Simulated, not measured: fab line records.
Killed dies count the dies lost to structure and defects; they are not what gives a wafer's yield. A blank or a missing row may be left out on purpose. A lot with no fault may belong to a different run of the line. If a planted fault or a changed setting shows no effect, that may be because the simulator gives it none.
Matching of chambers || flow sfq-line || SFQ_TRILAYER_I3_CMP_CMP_082 on cmp-01 has 4 sister chambers
The step polishes SiO2. 8 wafers are shown with their chamber, then 7 later ones without.

== EACH WAFER AND ITS CHAMBER ==
{"wafer": "L894.2", "chamber": 0, "motor-current-A (A)": 9.6, "platen-rpm (rpm)": 60.04}
{"wafer": "L898.1", "chamber": 0, "motor-current-A (A)": 8.8, "platen-rpm (rpm)": 60.05}
{"wafer": "L898.4", "chamber": 1, "motor-current-A (A)": 11.8, "platen-rpm (rpm)": 60.00}
{"wafer": "L898.6", "chamber": 2, "motor-current-A (A)": 9.9, "platen-rpm (rpm)": 60.08}
{"wafer": "L906.3", "chamber": 2, "motor-current-A (A)": 10.3, "platen-rpm (rpm)": 60.03}
{"wafer": "L906.6", "chamber": 3, "motor-current-A (A)": 10.8, "platen-rpm (rpm)": 59.91}
{"wafer": "L907.2", "chamber": 3, "motor-current-A (A)": 10.8, "platen-rpm (rpm)": 60.04}
{"wafer": "L907.5", "chamber": 1, "motor-current-A (A)": 11.2, "platen-rpm (rpm)": 60.08}

== WAFERS WITHOUT THEIR CHAMBER ==
{"wafer": "L907.6", "motor-current-A (A)": 9.5, "platen-rpm (rpm)": 60.08}
{"wafer": "L908.3", "motor-current-A (A)": 9.9, "platen-rpm (rpm)": 59.93}
{"wafer": "L908.1", "motor-current-A (A)": 9.9, "platen-rpm (rpm)": 59.95}
{"wafer": "L908.5", "motor-current-A (A)": 11.0, "platen-rpm (rpm)": 59.99}
{"wafer": "L909.2", "motor-current-A (A)": 9.3, "platen-rpm (rpm)": 59.98}
{"wafer": "L909.4", "motor-current-A (A)": 10.2, "platen-rpm (rpm)": 59.96}
{"wafer": "L909.6", "motor-current-A (A)": 10.4, "platen-rpm (rpm)": 60.08}

== WHICH CHAMBER EACH ONE RAN IN ==
{"wafer": "L907.6", "from the rows above": "can't be placed: 0 or 2", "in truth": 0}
{"wafer": "L908.3", "from the rows above": "can't be placed: 2 or 3 or 0", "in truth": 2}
{"wafer": "L908.1", "from the rows above": "can't be placed: 2 or 3 or 0", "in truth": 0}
{"wafer": "L908.5", "from the rows above": "can't be placed: 3 or 1", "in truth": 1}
{"wafer": "L909.2", "from the rows above": "can't be placed: 0 or 2", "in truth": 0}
{"wafer": "L909.4", "from the rows above": "can't be placed: 3 or 2 or 0", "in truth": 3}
{"wafer": "L909.6", "from the rows above": "can't be placed: 2 or 3", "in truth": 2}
Correct placement for 0 of the 7. From these rows, 7 cannot be placed; in 7 the true chamber is one of the candidates. Wrongly placed: 0.
How it was worked out, from the rows above alone: a wafer's distance from a chamber is the root of the sum, over the readings, of the square of ((its reading less the chamber's mean) divided by the reading's scatter). If the next closest chamber is less than 2 further off than the closest, the wafer can't be placed; otherwise it belongs to the closest. A chamber's mean is the mean of its shown wafers. How the scatter is found: for the shown wafers, subtract from each reading the mean of its chamber, square and add these, divide the total by (wafers less chambers), then take the root.
